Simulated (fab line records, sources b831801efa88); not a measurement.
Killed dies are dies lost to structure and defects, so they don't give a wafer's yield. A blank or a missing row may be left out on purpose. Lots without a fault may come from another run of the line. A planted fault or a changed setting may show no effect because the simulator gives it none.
One fault seen from 2 desks | flow gf180mcu | each desk has only its own numbers; what lay behind them comes last

THE TOOL OWNER'S DESK: wet_bench-04
The tool's own readings at GF_SALICIDE_WET_ETCH_01 (etches SiO2 in dHF, target depth 5 nm, time 100 s): means of the sampled wafers that have a number, for each lot that ran on this tool. A lot is out of limits, marked OUT, if its mean lies more than 4 standard deviations from the usual mean; the brackets give that distance.
Columns: A = run_length_s at GF_SALICIDE_WET_ETCH_01, usual 131 s
lot  | first seen here | A
L862 | day 15 01:51    | 135
L865 | day 16 02:07    | 133
L866 | day 16 18:28    | 134
L877 | day 20 13:52    | 201 (+19) OUT
L879 | day 21 10:53    | 133
This desk's finding: out of limits on L877; first on L877, day 20 13:52 (run_length_s at GF_SALICIDE_WET_ETCH_01). In limits: L862, L865, L866, L879.

THE METROLOGY DESK
What the gauges read, lot by lot, whatever tool the lot ran on: means of the sampled wafers that have a number. A lot is out of limits, marked OUT, if its mean lies more than 4 standard deviations from the usual mean; the brackets give that distance.
Columns: A = CONTACT_BOW at GF_CONTACT_BOW_MEAS_05, usual 64 um; B = cd_nm at GF_M1_CD_MEAS_14, usual 229.8 nm
lot  | first seen here | A  | B
L862 | day 15 03:04    | 62 | 229.2
L863 | day 15 15:01    | 59 | 233.5
L864 | day 15 19:42    | 64 | 230.4
L865 | day 16 03:25    | 66 | 229.7
L866 | day 16 19:35    | 65 | 228.7
L867 | day 17 02:35    | 68 | 227.3
L868 | day 17 10:29    | 66 | 229.8
L877 | day 20 15:00    | 63 | 229.7
L878 | day 20 21:22    | 54 | 229.5
L879 | day 21 12:00    | 58 | 230.5
L885 | day 23 10:08    | 68 | 229.9
This desk's finding: nothing out of limits on any of the 11 lots.

PUT TOGETHER
The tool owner's desk could have raised an alarm at day 20 13:52, on L877.
The metrology desk saw nothing out of limits.
The metrology desk has L877 on record, within its limits.
Of the lots named, all ran GF_SALICIDE_WET_ETCH_01 on wet_bench-04.

WHAT THE SIMULATOR HAD PUT IN
Process parameter drift: wet_bench-04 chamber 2, from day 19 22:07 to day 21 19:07, at GF_SALICIDE_WET_ETCH_01. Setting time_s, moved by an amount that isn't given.
Lots struck among those shown: L877.
Hours from the fault's start to each desk's first reading out of limits: the tool owner's desk, 16.
